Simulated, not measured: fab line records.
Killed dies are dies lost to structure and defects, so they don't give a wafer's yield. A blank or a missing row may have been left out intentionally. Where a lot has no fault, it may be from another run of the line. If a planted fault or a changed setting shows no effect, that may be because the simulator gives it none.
A struck lot beside a sound one / flow sky130 / 28 out of 708 route steps
Sound: wafers L782.4, L782.5, L782.6. Wafers struck: L788.1, L788.2, L788.4. The cause comes at the end.
At each step with rows: each side's tool, then ch and its chambers, then its first start. Under that, the readings that differ: sound wafers / struck wafers / difference of the means / sigmas: that difference in standard deviations of wafers without a fault.
alike: same words and numbers on both sides, and readings whose means sit less than 2 such deviations apart. not compared: any withheld reading, any reading some wafer has no value for, any bound like >300 that may hide the same value, and any number with overlapping values for which the record gives no deviation.
Wherever a step has rows on one side only, a row that says differs or no value, or a row with sigmas, the two part there. Numbers that don't overlap but have no deviation are shown without sigmas and don't part them. Lack of a reading on every wafer of one side parts them only where that side has two or more wafers.

first, 1 step without rows for these wafers: SKY_DNWELL_IMPLANT_07.
SKY_DNWELL_STRIP_08: strips in O2/N2.
  sound on plasma_asher-02 ch 0,1, day 3 02:00; struck on plasma_asher-02 ch 0,1, day 4 12:43
  alike: chamber_pressure_mTorr, drypump_motor_current_A, n2_flow_sccm, oes_product_au, strip_time_to_endpoint_s
  not compared: rf_hours_counter_h
SKY_DNWELL_TW_MEAS_09:
  sound on film_metro-01 at day 3 02:06; struck on film_metro-04 at day 4 12:49
  alike: DNWELL_TW
then, 7 steps without rows for these wafers: SKY_PWDE_DEHYDRATE_00 (time 60 s); SKY_PWDE_HMDS_01 (prime time 60 s); SKY_PWDE_COAT_02 (resist thk 3000 nm); SKY_PWDE_SOFTBAKE_03; SKY_PWDE_EXPOSE_04 (exposes mask PWDEM, target cd 840 nm); SKY_PWDE_PEB_05; SKY_PWDE_DEVELOP_06 (develop time 60 s).
SKY_PWDE_OVL_MEAS_07:
  sound on overlay-01 at day 3 21:59; struck on overlay-01 at day 5 05:16
  alike: PWDE_OVL
next, for these wafers, 1 step has no rows: SKY_PWDE_IMPLANT_08.
SKY_PWDE_STRIP_09: strips in O2/N2.
  sound on plasma_asher-01 ch 0,1, day 3 22:11; struck on plasma_asher-01 ch 0,1, day 5 05:28
  no value came back on the struck wafers for any of 5 readings (chamber_pressure_mTorr (mTorr), drypump_motor_current_A (A) and others); on the sound wafers chamber_pressure_mTorr (mTorr) reads 1501.4 1502.3 1500.4
reading=model.coat_of_PWDE_COAT_02.thk_nm (nm); sound=0 0 0; struck=2975 2969 2980; difference=+2975; sigmas=
  not compared: rf_hours_counter_h
SKY_PWDE_TW_MEAS_10:
  sound on film_metro-04 at day 3 22:17; struck on film_metro-04 at day 5 05:34
  alike: PWDE_TW
then, 7 steps without rows for these wafers: SKY_NWELL_DEHYDRATE_03 (time 60 s); SKY_NWELL_HMDS_04 (prime time 60 s); SKY_NWELL_COAT_05 (resist thk 3000 nm); SKY_NWELL_SOFTBAKE_06; SKY_NWELL_EXPOSE_07 (exposes mask NWM, target cd 840 nm); SKY_NWELL_PEB_08; SKY_NWELL_DEVELOP_09 (develop time 60 s).
SKY_NWELL_OVL_MEAS_10:
  sound on overlay-01 at day 4 14:11; struck on overlay-01 at day 5 23:55
  alike: NWELL_00_OVL
then, 3 steps without rows for these wafers: SKY_NWELL_IMPLANT_11; SKY_NWELL_IMPLANT_12; SKY_NWELL_IMPLANT_13.
SKY_NWELL_STRIP_14: strips in O2/N2.
  sound on plasma_asher-01 ch 0,1, day 4 14:41; struck on plasma_asher-04 ch 0,1, day 6 00:24
reading=oes_product_au (a.u.); sound=0.720 0.720 0.719; struck=0.739 0.744 0.736; difference=+0.020; sigmas=+5
reading=strip_time_to_endpoint_s (s); sound=36.87 36.83 36.90; struck=80.89 80.66 80.79; difference=+43.91; sigmas=+99 or more
  alike: chamber_pressure_mTorr, drypump_motor_current_A, n2_flow_sccm
  not compared: rf_hours_counter_h
SKY_NWELL_TW_MEAS_15:
  sound on film_metro-01 at day 4 14:46; struck on film_metro-03 at day 6 00:44
reading=NWELL_TW; sound=1834 1827 1833; struck=30 30 30; difference=-1801; sigmas=-99 or more
  not compared: hold
next, for these wafers, 1 step has no rows: SKY_PAD_OPEN_PROBE_99.

## WHERE THEY PART
Earliest at SKY_PWDE_STRIP_09; latest, in this record, at SKY_NWELL_TW_MEAS_15.

WHY: what had been put in by the simulator
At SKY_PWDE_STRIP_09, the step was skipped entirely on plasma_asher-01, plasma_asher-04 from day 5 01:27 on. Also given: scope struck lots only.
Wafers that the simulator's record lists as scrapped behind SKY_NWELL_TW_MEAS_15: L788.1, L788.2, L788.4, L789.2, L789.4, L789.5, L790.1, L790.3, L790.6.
